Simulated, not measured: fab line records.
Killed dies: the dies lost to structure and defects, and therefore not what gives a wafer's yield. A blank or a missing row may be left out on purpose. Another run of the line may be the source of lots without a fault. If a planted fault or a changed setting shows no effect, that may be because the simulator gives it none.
Shared-tool check | flow gf180mcu | Sample size 14 lots and 42 wafers

## REASON IT WAS OPENED
Of 14 lots, 2 have the reading MVPSD_TW flagged at GF_MVPSD_TW_MEAS_11. Wafers without a fault read 550, standard deviation 6.8.
Rule: a lot is flagged when every wafer of it that has a number lies more than 4 standard deviations from that mean, or none has a number. As for the other lots, they are considered sound.

lot  | measured     | on           | MVPSD_TW, wafer by wafer | flag
L238 | day 5 00:58  | filmMetro-04 | 545 545 547              | 
L239 | day 5 06:01  | filmMetro-04 | 546 547 547              | 
L240 | day 5 11:01  | filmMetro-02 | 559 562 558              | 
L241 | day 5 17:54  | filmMetro-02 | 557 557 557              | 
L247 | day 7 05:41  | filmMetro-04 | 545 541 545              | 
L248 | day 7 10:53  | filmMetro-04 | 545 544 547              | 
L249 | day 7 16:53  | filmMetro-04 | 543 545 547              | 
L250 | day 7 23:01  | filmMetro-04 | 544 544 540              | 
L251 | day 8 05:28  | filmMetro-04 | 30 30 30                 | FLAGGED
L252 | day 8 15:58  | filmMetro-04 | 30 29 30                 | FLAGGED
L254 | day 8 23:42  | filmMetro-04 | 547 549 547              | 
L255 | day 9 04:29  | filmMetro-02 | 556 555 556              | 
L260 | day 10 11:00 | filmMetro-04 | 545 546 545              | 
L261 | day 10 19:28 | filmMetro-04 | 544 545 544              | 
The numbers of the flagged lots are 30 on average: -520 against the usual, or -76 standard deviations.

## WHICH TOOL RAN EACH LOT
The record holds 3 process steps before the reading, out of a route of 602 steps. Cell contents, in order: the tool; ch with the chambers the sampled wafers went through; the start.
lot  | flag    | GF_NWELL_STRIP_10                  | GF_MVSD_STRIP_10                    | GF_MVPSD_STRIP_10
L238 |         | plasmaAsher-02 ch 0,1, day 3 07:15 | plasmaAsher-03 ch 0,1, day 4 10:26  | plasmaAsher-02 ch 0,1, day 5 00:52
L239 |         | plasmaAsher-01 ch 0,1, day 3 12:30 | plasmaAsher-02 ch 0,1, day 4 15:34  | plasmaAsher-04 ch 0,1, day 5 05:55
L240 |         | plasmaAsher-02 ch 0,1, day 3 18:29 | plasmaAsher-03 ch 0,1, day 4 20:41  | plasmaAsher-01 ch 0,1, day 5 10:55
L241 |         | plasmaAsher-01 ch 0,1, day 3 23:45 | plasmaAsher-03 ch 0,1, day 5 03:26  | plasmaAsher-02 ch 0,1, day 5 17:48
L247 |         | plasmaAsher-03 ch 0,1, day 5 07:28 | plasmaAsher-03 ch 0,1, day 6 13:46  | plasmaAsher-04 ch 0,1, day 7 05:35
L248 |         | plasmaAsher-01 ch 0,1, day 5 13:36 | plasmaAsher-04 ch 0,1, day 6 18:58  | plasmaAsher-02 ch 0,1, day 7 10:47
L249 |         | plasmaAsher-02 ch 0,1, day 5 18:47 | plasmaAsher-03 ch 0,1, day 7 00:43  | plasmaAsher-01 ch 0,1, day 7 16:47
L250 |         | plasmaAsher-03 ch 0,1, day 6 00:02 | plasmaAsher-02 ch 0,1, day 7 07:03  | plasmaAsher-01 ch 0,1, day 7 22:55
L251 | FLAGGED | plasmaAsher-02 ch 0,1, day 6 05:39 | plasmaAsher-03 ch 0,1, day 7 12:42  | plasmaAsher-04 ch 0,1, day 8 05:22
L252 | FLAGGED | plasmaAsher-01 ch 0,1, day 6 14:46 | plasmaAsher-02 ch 0,1, day 7 23:21  | plasmaAsher-04 ch 0,1, day 8 15:51
L254 |         | plasmaAsher-02 ch 0,1, day 6 23:07 | plasmaAsher-02 ch 0,1, day 8 07:25  | plasmaAsher-04 ch 0,1, day 8 23:36
L255 |         | plasmaAsher-02 ch 0,1, day 7 03:36 | plasmaAsher-04 ch 0, day 8 12:15    | plasmaAsher-02 ch 0,1, day 9 04:23
L260 |         | plasmaAsher-03 ch 0,1, day 8 07:35 | plasmaAsher-03 ch 0,1, day 9 17:10  | plasmaAsher-02 ch 0,1, day 10 10:55
L261 |         | plasmaAsher-01 ch 0,1, day 8 14:29 | plasmaAsher-04 ch 0,1, day 10 00:53 | plasmaAsher-04 ch 0,1, day 10 19:22
What is done by these steps:
- GF_NWELL_STRIP_10: strips in O2/N2.
- GF_MVSD_STRIP_10: strips in O2/N2.
- GF_MVPSD_STRIP_10: strips in O2/N2.
- GF_MVPSD_TW_MEAS_11

## FLAGGED OVER TOTAL, TOOL BY TOOL (the gauges that took the reading come last)
step                | tool           | lots run | flagged | share of the flagged lots | sound lots run after its first flagged lot
GF_NWELL_STRIP_10   | plasmaAsher-01 | 5        | 1       | some                      | 1 (L261)
GF_NWELL_STRIP_10   | plasmaAsher-02 | 6        | 1       | some                      | 2 (L254,L255)
GF_NWELL_STRIP_10   | plasmaAsher-03 | 3        | 0       | none                      | -
GF_MVSD_STRIP_10    | plasmaAsher-02 | 4        | 1       | some                      | 1 (L254)
GF_MVSD_STRIP_10    | plasmaAsher-03 | 7        | 1       | some                      | 1 (L260)
GF_MVSD_STRIP_10    | plasmaAsher-04 | 3        | 0       | none                      | -
GF_MVPSD_STRIP_10   | plasmaAsher-01 | 3        | 0       | none                      | -
GF_MVPSD_STRIP_10   | plasmaAsher-02 | 5        | 0       | none                      | -
GF_MVPSD_STRIP_10   | plasmaAsher-04 | 6        | 2       | all                       | 2 (L254,L261)
GF_MVPSD_TW_MEAS_11 | filmMetro-02   | 3        | 0       | none                      | -
GF_MVPSD_TW_MEAS_11 | filmMetro-04   | 11       | 2       | all                       | 3 (L254,L260,L261)

## WHAT THE TABLE ALLOWS
Table rows that saw every flagged lot: 2, namely plasmaAsher-04 at GF_MVPSD_STRIP_10 and filmMetro-04 at GF_MVPSD_TW_MEAS_11.
- plasmaAsher-04 at GF_MVPSD_STRIP_10: 2 of its 6 lots flagged. Sound lots ran on it after the first flagged one (L254, L261), which a lasting fault on the whole tool wouldn't allow. Its own readings lie more than 4 standard deviations out on every wafer of the flagged lots: stripTimeToEndpointS.
- filmMetro-04 at GF_MVPSD_TW_MEAS_11: 2 of its 11 lots flagged. Sound lots ran on it after the first flagged one (L254, L260, L261), which a lasting fault on the whole tool wouldn't allow.
Every row of the table either missed a flagged lot or ran a sound lot after the first.

## WHAT THE SIMULATOR HAD PUT IN
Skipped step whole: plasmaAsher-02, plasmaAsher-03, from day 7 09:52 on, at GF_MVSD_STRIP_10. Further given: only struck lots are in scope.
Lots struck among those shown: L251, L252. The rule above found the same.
